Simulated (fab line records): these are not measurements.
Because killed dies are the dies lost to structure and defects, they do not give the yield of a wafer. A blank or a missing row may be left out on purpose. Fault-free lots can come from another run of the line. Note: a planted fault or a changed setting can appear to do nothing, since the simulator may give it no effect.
Chamber matching | flow sky130 | pecvd-01 running SKY_CAPM_CVD_00: 3 sister chambers
The step deposits SiO2, target thk 15.5 nm. 6 wafers are shown with their chamber, then 8 later ones without.

EACH WAFER AND ITS CHAMBER
wafer  | chamber | heaterPowerOuterW (W) | heaterPowerW (W)
L082.6 | 1       | 396                   | 671
L085.1 | 0       | 528                   | 800
L086.1 | 0       | 568                   | 849
L086.3 | 1       | 399                   | 677
L086.5 | 2       | 507                   | 865
L087.3 | 2       | 448                   | 769

WAFERS WITH NO CHAMBER GIVEN
wafer  | heaterPowerOuterW (W) | heaterPowerW (W)
L087.5 | 436                   | 696
L087.6 | 448                   | 786
L092.1 | 488                   | 765
L092.3 | 492                   | 817
L092.4 | 497                   | 750
L095.1 | 492                   | 824
L095.4 | 491                   | 827
L095.5 | 502                   | 769

THE CHAMBER EACH PASSED THROUGH
wafer  | from the rows above     | in truth
L087.5 | can't be placed: 1 or 2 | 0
L087.6 | can't be placed: 2 or 1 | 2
L092.1 | can't be placed: 2 or 0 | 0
L092.3 | can't be placed: 2 or 0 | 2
L092.4 | can't be placed: 2 or 0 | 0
L095.1 | can't be placed: 2 or 0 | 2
L095.4 | can't be placed: 2 or 0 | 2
L095.5 | can't be placed: 2 or 0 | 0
Correct placement for 0 of the 8. These rows do not allow placing 8 (true chamber among the candidates in 7). Wrongly placed: 0.
How it was worked out, from the rows above alone: a wafer's distance from a chamber is the root of the sum, over the readings, of the square of ((its reading less the chamber's mean) divided by the reading's scatter). If the next closest chamber is less than 2 further off than the closest, the wafer can't be placed; otherwise it belongs to the closest. A chamber's mean is the mean of its shown wafers. The scatter is the square root of a quotient: the sum, over the shown wafers, of each reading's squared deviation from its chamber's mean, divided by wafers minus chambers.
